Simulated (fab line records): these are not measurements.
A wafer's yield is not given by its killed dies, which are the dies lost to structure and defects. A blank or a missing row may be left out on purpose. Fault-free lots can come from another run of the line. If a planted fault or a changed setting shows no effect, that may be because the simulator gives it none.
Struck lot and sound lot, side by side | flow sky130 | 43 out of 708 route steps
Sound: wafers L202.1, L202.2, L202.4. Wafers struck: L215.4, L215.5, L215.6. The cause is named last.
Each step with rows lists, per side, the tool, then ch with its chambers, then its first start. Under that, the readings that differ: sound wafers | struck wafers | difference of the means | sigmas: that difference in standard deviations of wafers without a fault.
alike: a reading whose means differ by less than 2 such deviations, as well as words and numbers matching on both sides. not compared: withheld readings; readings where some wafer has no value; bounds like >300 that might hide an equal value; numbers whose values overlap and for which the record gives no deviation.
Wherever a step has rows on one side only, a row that says differs or no value, or a row with sigmas, the two part there. When numbers do not overlap yet have no deviation, they are printed without sigmas and do not part them. A reading missing from all wafers of one side parts the sides only when that side holds two or more wafers.

SKY_FIELD_ISO_THK_MEAS_02:
  sound on film_metro-02, day 1 12:19; struck on film_metro-03, day 4 04:40
  alike: FIELD_ISO_OXIDATION_00_THK
then, 1 step without rows for these wafers: SKY_FIELD_ISO_CVD_03 (deposits Si3N4 from DCS/NH3, target thk 165 nm, time 2830 s).
SKY_FIELD_ISO_THK_MEAS_04:
  sound on film_metro-01, day 1 14:10; struck on film_metro-02, day 4 07:29
  reading                   | sound             | struck            | difference | sigmas
  FIELD_ISO_CVD_03_THK (nm) | 163.4 161.8 163.9 | 167.7 167.2 167.6 | +4.5       | +3
then, 8 steps without rows for these wafers: SKY_FIELD_ISO_DEHYDRATE_05 (time 60 s); SKY_FIELD_ISO_HMDS_06 (prime time 60 s); SKY_FIELD_ISO_COAT_07 (resist thk 60 nm); SKY_FIELD_ISO_COAT_08 (resist thk 450 nm); SKY_FIELD_ISO_SOFTBAKE_09 (time 90 s); SKY_FIELD_ISO_EXPOSE_10 (exposes mask FOM, target cd 150 nm); SKY_FIELD_ISO_PEB_11; SKY_FIELD_ISO_DEVELOP_12 (develop time 60 s).
SKY_FIELD_ISO_CD_MEAS_13: target cd 150 nm.
  sound on cd_sem-01, day 2 05:26; struck on cd_sem-02, day 5 01:08
  alike: cd_nm
SKY_FIELD_ISO_ETCH_14: etches BARC in N2/H2, stops on SiO2, time 45.9 s, target depth 60 nm.
  sound on rie_diel-03 ch 0,2,3, day 2 05:33; struck on rie_diel-03 ch 0,2,3, day 5 01:12
  alike: chamber_pressure_mTorr, drypump_motor_current_A, oes_product_au, throttle_valve_pct
  not compared: rf_hours_counter_h
SKY_FIELD_ISO_ETCH_15: etches the open film in CHF3/O2, stops on Si, target depth 180 nm, time 72 s.
  sound on rie_diel-03 ch 0,2,3, day 2 05:35; struck on rie_diel-03 ch 0,2,3, day 5 01:14
  reading               | sound             | struck            | difference | sigmas
  oes_product_au (a.u.) | 0.935 0.935 0.944 | 0.960 0.957 0.960 | +0.021     | +3
  alike: chamber_pressure_mTorr, drypump_motor_current_A, throttle_valve_pct
  not compared: rf_hours_counter_h
SKY_FIELD_ISO_STRIP_16: strips in O2/N2.
  sound on plasma_asher-03 ch 0,1, day 2 05:39; struck on plasma_asher-02 ch 0,1, day 5 01:20
  alike: chamber_pressure_mTorr, drypump_motor_current_A, oes_product_au, strip_time_to_endpoint_s
  not compared: rf_hours_counter_h
SKY_FIELD_ISO_ETCH_17: etches Si in HBr/Cl2/O2, target depth 342 nm, time 97.7 s.
  sound on rie_si-02 ch 1,2,3, day 2 05:45; struck on rie_si-02 ch 0,1,3, day 5 01:24
  alike: chamber_pressure_mTorr, drypump_motor_current_A, mfc_cl2_sccm, oes_product_au, throttle_valve_pct
  not compared: rf_hours_counter_h
then, 5 steps without rows for these wafers: SKY_FIELD_ISO_WET_ETCH_18 (etches Si3N4 in H3PO4, target depth 25 nm, time 286 s); SKY_FIELD_ISO_CLEAN_19 (cleans in SC1/SC2, time 150 s); SKY_FIELD_ISO_CLEAN_20 (cleans in dHF, time 20 s); SKY_FIELD_ISO_WET_ETCH_21 (etches SiO2 in dHF, target depth 20 nm, time 400 s); SKY_FIELD_ISO_OXIDATION_22 (stabilise 600 s, purge 300 s, target thk 10 nm).
SKY_FIELD_ISO_THK_MEAS_23:
  sound on film_metro-02, day 2 07:39; struck on film_metro-02, day 5 04:02
  reading                         | sound             | struck         | difference | sigmas
  FIELD_ISO_OXIDATION_01_THK (nm) | 10.08 10.25 10.40 | 9.88 9.73 9.78 | -0.45      | -2
then, 1 step without rows for these wafers: SKY_FIELD_ISO_CVD_24 (deposits SiO2, target thk 595 nm, time 99.2 s).
SKY_FIELD_ISO_THK_MEAS_25:
  sound on film_metro-02, day 2 07:47; struck on film_metro-02, day 5 04:10
  alike: FIELD_ISO_CVD_24_THK
then, 1 step without rows for these wafers: SKY_FIELD_ISO_ANNEAL_26 (time 1800 s).
SKY_FIELD_ISO_CMP_27: polishes, stops on Si3N4, t overpolish 16 s, target thk 457.8 nm.
  sound on cmp-01 ch 0,2,3, day 2 10:40; struck on cmp-01 ch 2,3, day 5 07:02
  alike: head_pressure_psi, motor_current_A, overpolish_run_s, time_to_endpoint_s
then, 5 steps without rows for these wafers: SKY_FIELD_ISO_WET_ETCH_28 (etches SiO2 in dHF, target depth 23.7 nm, time 47 s); SKY_FIELD_ISO_WET_ETCH_29 (etches Si3N4 in H3PO4, target depth 160 nm, time 1825 s); SKY_FIELD_ISO_WET_ETCH_30 (etches SiO2 in dHF, target depth 25 nm, time 50 s); SKY_NWELL_CLEAN_00 (cleans in SC1/SC2, time 150 s); SKY_NWELL_OXIDATION_01 (stabilise 600 s, purge 300 s, target thk 10 nm).
SKY_NWELL_THK_MEAS_02:
  sound on film_metro-03, day 2 16:15; struck on film_metro-03, day 5 09:49
  alike: NWELL_OXIDATION_THK
then, 8 steps without rows for these wafers: SKY_DNWELL_DEHYDRATE_00 (time 60 s); SKY_DNWELL_HMDS_01 (prime time 60 s); SKY_DNWELL_COAT_02 (resist thk 3000 nm); SKY_DNWELL_SOFTBAKE_03; SKY_DNWELL_EXPOSE_04 (exposes mask DNM, target cd 3000 nm); SKY_DNWELL_PEB_05; SKY_DNWELL_DEVELOP_06 (develop time 60 s); SKY_DNWELL_IMPLANT_07.
SKY_DNWELL_STRIP_08: strips in O2/N2.
  sound on plasma_asher-04 ch 0,1, day 3 07:05; struck on plasma_asher-01 ch 0,1, day 6 03:46
  alike: chamber_pressure_mTorr, drypump_motor_current_A, oes_product_au, strip_time_to_endpoint_s
  not compared: rf_hours_counter_h
SKY_DNWELL_TW_MEAS_09:
  sound on film_metro-04, day 3 07:11; struck on film_metro-03, day 6 03:52
  alike: DNWELL_TW
-- the record jumps here: 44 days lie between the struck wafers' starts before and after (it left off in module DNWELL and takes up again in module PAD_OPEN, whose first step shown is number 708 of the route) --
SKY_PAD_OPEN_PROBE_99:
  the record has rows for the struck wafers here (prober-02, day 49 16:31) and none for the sound ones

WHERE THEY PART
Last at SKY_PAD_OPEN_PROBE_99 as far as this record goes, first at SKY_FIELD_ISO_THK_MEAS_04.

WHY: whatever the simulator had introduced
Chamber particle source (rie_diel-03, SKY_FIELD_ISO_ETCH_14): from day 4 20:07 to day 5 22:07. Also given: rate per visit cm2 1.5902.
